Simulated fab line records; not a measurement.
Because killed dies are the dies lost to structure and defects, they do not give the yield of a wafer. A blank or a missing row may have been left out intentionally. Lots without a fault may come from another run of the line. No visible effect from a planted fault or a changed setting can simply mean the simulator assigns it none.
Matching of chambers | flow sky130 | 4 sister chambers for SKY_POLY_GATE_ETCH_15 on rie-diel-03
The step etches BARC in N2/H2, stops on SiO2, time 118.5 s, target depth 110 nm. 4 wafers are shown with their chamber, then 12 later ones without.

WAFERS WITH THEIR CHAMBER
wafer  | chamber | drypump-motor-current-A (A)
L084.5 | 2       | 6.1
L090.2 | 1       | 4.9
L090.3 | 3       | 6.4
L090.6 | 0       | 6.7

WAFERS WITH NO CHAMBER GIVEN
wafer  | drypump-motor-current-A (A)
L092.1 | 6.6
L092.2 | 6.1
L092.6 | 6.1
L094.1 | 6.7
L094.2 | 4.9
L094.4 | 6.4
L095.1 | 6.1
L095.2 | 5.0
L095.3 | 6.4
L095.4 | 6.7
L095.5 | 6.1
L095.6 | 5.0

EACH ONE'S CHAMBER
wafer  | from the rows above     | in truth
L092.1 | can't be placed: 0 or 3 | 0
L092.2 | 2                       | 2
L092.6 | 2                       | 2
L094.1 | 0                       | 0
L094.2 | 1                       | 1
L094.4 | 3                       | 3
L095.1 | 2                       | 2
L095.2 | 1                       | 1
L095.3 | 3                       | 3
L095.4 | 0                       | 0
L095.5 | 2                       | 2
L095.6 | 1                       | 1
Correctly placed: 11 of 12. Can't be placed from these rows: 1 (the true chamber is among the candidates in 1). Wrongly placed: 0.
How it was worked out, from the rows above alone: a wafer's distance from a chamber is the root of the sum, over the readings, of the square of ((its reading less the chamber's mean) divided by the reading's scatter). If the next closest chamber is less than 2 further off than the closest, the wafer can't be placed; otherwise it belongs to the closest. A chamber's mean is the mean of its shown wafers. The scatter: with one shown wafer a chamber, the root of the mean of the squares of how far each hidden wafer lies from its nearest shown one.
